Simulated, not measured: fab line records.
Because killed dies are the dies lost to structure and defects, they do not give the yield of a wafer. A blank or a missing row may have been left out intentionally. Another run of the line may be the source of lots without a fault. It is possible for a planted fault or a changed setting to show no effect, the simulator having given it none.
2 desks, one fault | flow sky130 | each desk holds nothing but its own numbers, with what lay behind them at the end

== THE METROLOGY DESK ==
What the gauges read, lot by lot, whatever tool the lot ran on: means of the sampled wafers that have a number. A lot is out of limits, marked OUT, if its mean lies more than 4 standard deviations from the usual mean; the brackets give that distance.
Columns: A = SPACER_CVD_00_THK at SKY_SPACER_THK_MEAS_01, usual 43.1 nm
lot  | first seen here | A
L712 | day 23 17:20    | 43.5
L714 | day 23 17:24    | 43.0
L716 | day 24 13:07    | 43.3
L717 | day 24 21:34    | 43.5
L718 | day 25 02:05    | 43.2
L724 | day 27 05:12    | 43.4
L725 | day 27 22:52    | 42.0
L727 | day 28 06:05    | 42.9
L731 | day 29 23:46    | 42.4
L732 | day 30 07:43    | 42.5
L735 | day 31 19:12    | 43.1
This desk found nothing out of limits on any of the 11 lots.

== AT THE TOOL OWNER'S DESK: lithoTrack-03 ==
The tool's own readings at SKY_NWELL_SOFTBAKE_06: means of the sampled wafers that have a number, for each lot that ran on this tool. A lot is out of limits, marked OUT, if its mean lies more than 4 standard deviations from the usual mean; the brackets give that distance.
Columns: A = heaterPowerTotalW at SKY_NWELL_SOFTBAKE_06, usual 65.32 W; B = plateTempC at SKY_NWELL_SOFTBAKE_06, usual 109.99 C
lot  | first seen here | A               | B
L712 | day 4 10:11     | 65.26           | 109.86
L714 | day 4 17:49     | 65.33           | 110.02
L716 | day 5 04:48     | 65.32           | 110.09
L718 | day 5 13:41     | 65.37           | 110.02
L724 | day 7 01:39     | 68.10 (+20) OUT | 113.54 (+27) OUT
L727 | day 7 19:02     | 68.19 (+21) OUT | 113.41 (+26) OUT
This desk's verdict: out of limits on L724, L727, starting with L724 at day 7 01:39 (heaterPowerTotalW at SKY_NWELL_SOFTBAKE_06). Within limits: L712, L714, L716, L718.

== BROUGHT TOGETHER ==
The tool owner's desk could have raised an alarm at day 7 01:39, on L724, L727.
The metrology desk saw nothing out of limits.
The metrology desk has L724, L727 on record, within its limits.
Every lot named ran SKY_NWELL_SOFTBAKE_06 on lithoTrack-03.

== WHAT THE SIMULATOR HAD INSERTED ==
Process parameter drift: lithoTrack-03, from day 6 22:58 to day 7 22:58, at SKY_NWELL_SOFTBAKE_06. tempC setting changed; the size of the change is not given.
Lots struck among those shown: L724, L727.
Time in hours from fault onset to the first out-of-limits reading at each desk: the tool owner's desk, 3.
